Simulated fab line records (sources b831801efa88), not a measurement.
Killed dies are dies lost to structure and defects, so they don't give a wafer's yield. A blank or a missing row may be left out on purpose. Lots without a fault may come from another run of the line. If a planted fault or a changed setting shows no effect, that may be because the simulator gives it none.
Lot-split experiment	flow sky130	on a route of 708 steps: 5 lots, 23 wafers read

== THE SPLIT ITSELF ==
At SKY_VIA4_DEVELOP_10 (develop time 60 s), the setting dev temp c was moved away from the recipe's 23 C on 7 of the 23 wafers read, by -15.5% to -10.6%. For the rest of the wafers, this setting stayed at what the recipe calls for.

Between the split and the reading, the file records no step.

== THE READING ==
VIA4.cd nm (the simulator's own value, which no gauge read), in nm, at SKY_VIA4_ETCH_12 (etches SiO2 in C4F8/O2/Ar, stops on TiN, target depth 580 nm). The file does not state a usual value for it. Average 800.0 nm, standard deviation 2.8 nm, over the 16 wafers here run with the recipe.

wafer	tool, chamber at the split	dev temp c as run, C	against the recipe	VIA4.cd nm, nm	against lot-mates on the recipe
L075.1	litho track-02, 0	23	recipe	801.5	-
L075.2	litho track-02, 0	23	recipe	804.7	-
L075.3	litho track-02, 0	23	recipe	803.1	-
L075.4	litho track-02, 0	23	recipe	803.3	-
L075.6	litho track-02, 0	23	recipe	803.9	-
L078.1	litho track-04, 0	23	recipe	798.6	-
L078.2	litho track-04, 0	20.56	-10.6%	806.5	+7.1
L078.3	litho track-04, 0	20.56	-10.6%	806.9	+7.5
L078.4	litho track-04, 0	23	recipe	800.2	-
L078.6	litho track-04, 0	20.56	-10.6%	805.1	+5.7
L079.2	litho track-04, 0	19.44	-15.5%	810.7	+9.9
L079.3	litho track-04, 0	23	recipe	802.5	-
L079.4	litho track-04, 0	23	recipe	800.6	-
L079.5	litho track-04, 0	19.44	-15.5%	810.2	+9.4
L079.6	litho track-04, 0	23	recipe	799.3	-
L080.1	litho track-03, 0	23	recipe	796.2	-
L080.5	litho track-03, 0	23	recipe	796.8	-
L080.6	litho track-03, 0	23	recipe	796.3	-
L081.1	litho track-02, 0	20.21	-12.1%	809.2	+11.3
L081.2	litho track-02, 0	23	recipe	796.1	-
L081.4	litho track-02, 0	23	recipe	798.7	-
L081.5	litho track-02, 0	20.21	-12.1%	809	+11.1
L081.6	litho track-02, 0	23	recipe	798.8	-

THE FIT
A straight line over all 23 wafers: VIA4.cd nm changes by -0.666 nm for each +1% of dev temp c; r = -0.85; the points scatter about the line by 2.5 nm.
The same after taking each lot's own level away (the mean of its wafers on the recipe; 23 wafers): -0.706 nm for each +1%; r = -0.95; scatter 1.3 nm.
Per that fit: largest dev temp c move, reading shift of 11 nm.
The lots' own levels span 796.43 to 803.30 nm, that is 2.4 times the standard deviation above.
Consequently the slope shifts little with the lot-to-lot level, the two slopes agreeing.
Check: with one of the wafers moved furthest among these (-15.5%) left out of the fit, the line predicts +11.2 nm for it against its lot-mates. It came out at +9.9 nm against them.

== OTHER SPLITS ON THESE WAFERS ==
Before the reading, these wafers also passed through other splits. Each is held against what the fit with the lots' levels taken away leaves over:
other split on the same wafers	wafers away from the commonest value	r with VIA4.cd nm (lot level and that fit taken away)
SKY_CAP2M_COAT_07 spin rpm	8	+0.18

== THE FILE'S OWN FIT ==
VIA4.cd nm changes by -0.715 nm for each +1% of dev temp c, r = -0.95.
